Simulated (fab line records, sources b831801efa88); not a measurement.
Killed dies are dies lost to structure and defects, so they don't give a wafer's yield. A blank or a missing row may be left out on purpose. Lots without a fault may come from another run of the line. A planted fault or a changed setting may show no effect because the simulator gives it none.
Chamber matching | flow sky130 | SKY_VIA2_CMP_24 on cmp-01: 4 sister chambers
The step polishes, stops on SiO2, t overpolish 20 s, target thk 0 nm. 4 wafers are shown with their chamber, then 7 later ones without.

WAFERS WITH THEIR CHAMBER
wafer  | chamber | motor_current_A (A)
L085.6 | 0       | 12.6
L088.1 | 2       | 12.1
L089.1 | 1       | 10.2
L089.2 | 3       | 9.9

WAFERS WITHOUT THEIR CHAMBER
wafer  | motor_current_A (A)
L089.3 | 12.5
L091.1 | 10.2
L091.3 | 12.6
L091.5 | 11.2
L092.1 | 12.3
L092.2 | 10.5
L092.6 | 12.1

WHICH CHAMBER EACH WENT THROUGH
wafer  | from the rows above               | in truth
L089.3 | can't be placed: 0 or 2           | 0
L091.1 | can't be placed: 1 or 3           | 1
L091.3 | can't be placed: 0 or 2           | 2
L091.5 | can't be placed: 2 or 1 or 3 or 0 | 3
L092.1 | can't be placed: 2 or 0           | 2
L092.2 | can't be placed: 1 or 3           | 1
L092.6 | can't be placed: 2 or 0           | 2
Placed correctly: 0 of 7. Can't be placed from these rows: 7 (the true chamber is among the candidates in 7). Placed wrongly: 0.
How it was worked out, from the rows above alone: a wafer's distance from a chamber is the root of the sum, over the readings, of the square of ((its reading less the chamber's mean) divided by the reading's scatter). The wafer belongs to the nearest chamber; if the next one is less than 2 further off, it can't be placed. A chamber's mean is the mean of its shown wafers. The scatter: with one shown wafer a chamber, the root of the mean of the squares of how far each hidden wafer lies from its nearest shown one.
